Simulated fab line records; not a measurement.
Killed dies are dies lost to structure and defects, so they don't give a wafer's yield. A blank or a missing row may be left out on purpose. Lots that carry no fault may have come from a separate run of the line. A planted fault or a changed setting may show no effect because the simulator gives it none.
Which of the tools did it?	flow gf180mcu	13 lots, 39 wafers sampled, at 3 steps of a route of 602

WHAT THE GAUGES READ, wafer by wafer
GF_M3_CD_MEAS_14 targets a cd of 280 nm.
lot	measured	on	cd-nm (nm)
L467	day 21 08:08	cd-sem-02	278.9 278.1 278.9
L468	day 21 17:20	cd-sem-01	278.4 278.9 280.3
L469	day 21 21:06	cd-sem-02	280.5 281.0 280.6
L470	day 22 03:43	cd-sem-01	280.7 281.1 280.5
L471	day 22 18:37	cd-sem-01	279.6 279.4 279.1
L474	day 23 15:51	cd-sem-02	280.0 280.5 280.7
L475	day 24 06:08	cd-sem-02	280.1 280.4 280.6
L478	day 25 09:35	cd-sem-02	282.5 280.1 281.7
L479	day 25 10:52	cd-sem-01	279.1 279.6 280.2
L480	day 25 22:10	cd-sem-01	280.9 280.8 279.7
L481	day 26 09:12	cd-sem-01	279.0 280.4 279.4
L483	day 27 04:34	cd-sem-02	280.6 278.9 279.7
L485	day 27 09:56	cd-sem-02	282.0 279.0 280.6

TOOL THAT RAN EACH LOT (tool first, then ch and the chambers of the sampled wafers, then the start)
lot	GF_M3_SPUTTER_01	GF_M3_SOFTBAKE_10
L467	pvd-sputter-03, day 20 08:31	litho-track-03 ch 0, day 20 20:10
L468	pvd-sputter-02, day 20 18:02	litho-track-01 ch 0, day 21 05:24
L469	pvd-sputter-03, day 20 21:32	litho-track-03 ch 0, day 21 09:07
L470	pvd-sputter-03, day 21 04:10	litho-track-01 ch 0, day 21 15:54
L471	pvd-sputter-01, day 21 19:55	litho-track-01 ch 0, day 22 07:16
L474	pvd-sputter-01, day 22 16:55	litho-track-03 ch 0, day 23 05:05
L475	pvd-sputter-01, day 23 07:07	litho-track-02 ch 0, day 23 18:26
L478	pvd-sputter-02, day 24 12:08	litho-track-01 ch 0, day 24 23:28
L479	pvd-sputter-03, day 24 15:52	litho-track-02 ch 0, day 25 01:38
L480	pvd-sputter-03, day 25 02:13	litho-track-01 ch 0, day 25 11:34
L481	pvd-sputter-02, day 25 12:19	litho-track-02 ch 0, day 25 23:38
L483	pvd-sputter-01, day 26 08:15	litho-track-03 ch 0, day 26 18:29
L485	pvd-sputter-03, day 26 13:28	litho-track-01 ch 0, day 27 00:21
- GF_M3_SPUTTER_01: material TiN, target thk 30 nm, time 25 s.
- GF_M3_SOFTBAKE_10: time 60 s.

WHAT THE TOOLS THEMSELVES READ (means of the sampled wafers that have a number; where no wafer has one, the mark that the record gives instead)
GF_M3_SPUTTER_01.
lot	tool	throttle-valve-pct (%)
L467	pvd-sputter-03	28.9
L468	pvd-sputter-02	30.4
L469	pvd-sputter-03	29.6
L470	pvd-sputter-03	29.5
L471	pvd-sputter-01	30.6
L474	pvd-sputter-01	30.4
L475	pvd-sputter-01	30.5
L478	pvd-sputter-02	29.4
L479	pvd-sputter-03	29.8
L480	pvd-sputter-03	30.0
L481	pvd-sputter-02	29.4
L483	pvd-sputter-01	30.4
L485	pvd-sputter-03	29.6

GF_M3_SOFTBAKE_10.
lot	tool	run-length-s (s)
L467	litho-track-03	88.82
L468	litho-track-01	88.74
L469	litho-track-03	88.91
L470	litho-track-01	89.02
L471	litho-track-01	88.75
L474	litho-track-03	88.85
L475	litho-track-02	88.98
L478	litho-track-01	88.85
L479	litho-track-02	88.97
L480	litho-track-01	88.76
L481	litho-track-02	89.03
L483	litho-track-03	89.67
L485	litho-track-01	88.92

THE ANSWER, worked out from the rows above alone
Rule: usual is defined by the lots themselves. The widest of any qualifying gaps counts: lots, ordered by their means at a reading, are off when they make up no more than a third of the lots, leave a main group of 4 or more, and stand apart from it by 3 or more times the standard deviation of that group's means. A main group whose means are all the same, to the digits that the tables above print for the reading, isn't used. Also off: a lot with no number at a reading for which 4 or more lots have one. Where the step has rows for the other lots, those lots are counted as sound. First the gauges in route order, then the tools' own readings, where a lot's mean is used as printed above. The first step at which some lot is off is used, and at that step the reading that is off furthest; a lot without a number counts as furthest.
Off, at GF_M3_SOFTBAKE_10 on run-length-s: L483. The main group: mean 88.88 s, standard deviation 0.1.
If a tool, at that step or one of the process steps before it, ran each lot that is off and ran no sound lot following the first of them, it fits. This does not decide it: 2 tools fit, namely pvd-sputter-01 at GF_M3_SPUTTER_01 and litho-track-03 at GF_M3_SOFTBAKE_10.

WHAT WAS PUT IN BY THE SIMULATOR
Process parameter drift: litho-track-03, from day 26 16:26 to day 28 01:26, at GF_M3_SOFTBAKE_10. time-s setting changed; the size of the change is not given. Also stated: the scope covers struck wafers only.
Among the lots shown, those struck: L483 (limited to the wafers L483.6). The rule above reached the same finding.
